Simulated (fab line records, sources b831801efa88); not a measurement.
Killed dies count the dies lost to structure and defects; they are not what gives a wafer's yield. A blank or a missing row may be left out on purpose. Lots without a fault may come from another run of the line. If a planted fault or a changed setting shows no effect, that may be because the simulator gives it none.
Chamber matching :: flow gf180mcu :: GF_V3_CVD_00 on hdpcvd-02 has 3 sister chambers
The step deposits SiO2, target thk 600 nm, time 100 s. 6 wafers are shown with their chamber, then 7 later ones without.

## WAFERS, EACH WITH ITS CHAMBER
wafer: L923.5
chamber: 2
pressure mtorr (mTorr): 5.996

wafer: L924.4
chamber: 1
pressure mtorr (mTorr): 5.997

wafer: L925.4
chamber: 0
pressure mtorr (mTorr): 5.982

wafer: L925.6
chamber: 1
pressure mtorr (mTorr): 6.006

wafer: L926.2
chamber: 2
pressure mtorr (mTorr): 5.994

wafer: L926.3
chamber: 0
pressure mtorr (mTorr): 6.012

## WAFERS WITH NO CHAMBER GIVEN
wafer: L926.4
pressure mtorr (mTorr): 6.010

wafer: L934.1
pressure mtorr (mTorr): 5.993

wafer: L934.2
pressure mtorr (mTorr): 6.004

wafer: L934.6
pressure mtorr (mTorr): 5.970

wafer: L937.3
pressure mtorr (mTorr): 6.000

wafer: L937.4
pressure mtorr (mTorr): 5.994

wafer: L937.5
pressure mtorr (mTorr): 5.999

## WHICH CHAMBER EACH ONE RAN IN
wafer: L926.4
from the rows above: can't be placed: 1 or 0 or 2
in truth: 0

wafer: L934.1
from the rows above: can't be placed: 2 or 0 or 1
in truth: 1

wafer: L934.2
from the rows above: can't be placed: 1 or 0 or 2
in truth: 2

wafer: L934.6
from the rows above: can't be placed: 2 or 0 or 1
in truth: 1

wafer: L937.3
from the rows above: can't be placed: 1 or 0 or 2
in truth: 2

wafer: L937.4
from the rows above: can't be placed: 2 or 0 or 1
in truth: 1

wafer: L937.5
from the rows above: can't be placed: 0 or 1 or 2
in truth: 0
Correctly placed: 0 of 7. Unplaceable from these rows: 7, with the true chamber sitting among the candidates in 7. Placed wrongly: 0.
How it was worked out, from the rows above alone: a wafer's distance from a chamber is the root of the sum, over the readings, of the square of ((its reading less the chamber's mean) divided by the reading's scatter). If the next closest chamber is less than 2 further off than the closest, the wafer can't be placed; otherwise it belongs to the closest. For every chamber, the mean is computed from those of its wafers that are shown. How the scatter is found: for the shown wafers, subtract from each reading the mean of its chamber, square and add these, divide the total by (wafers less chambers), then take the root.
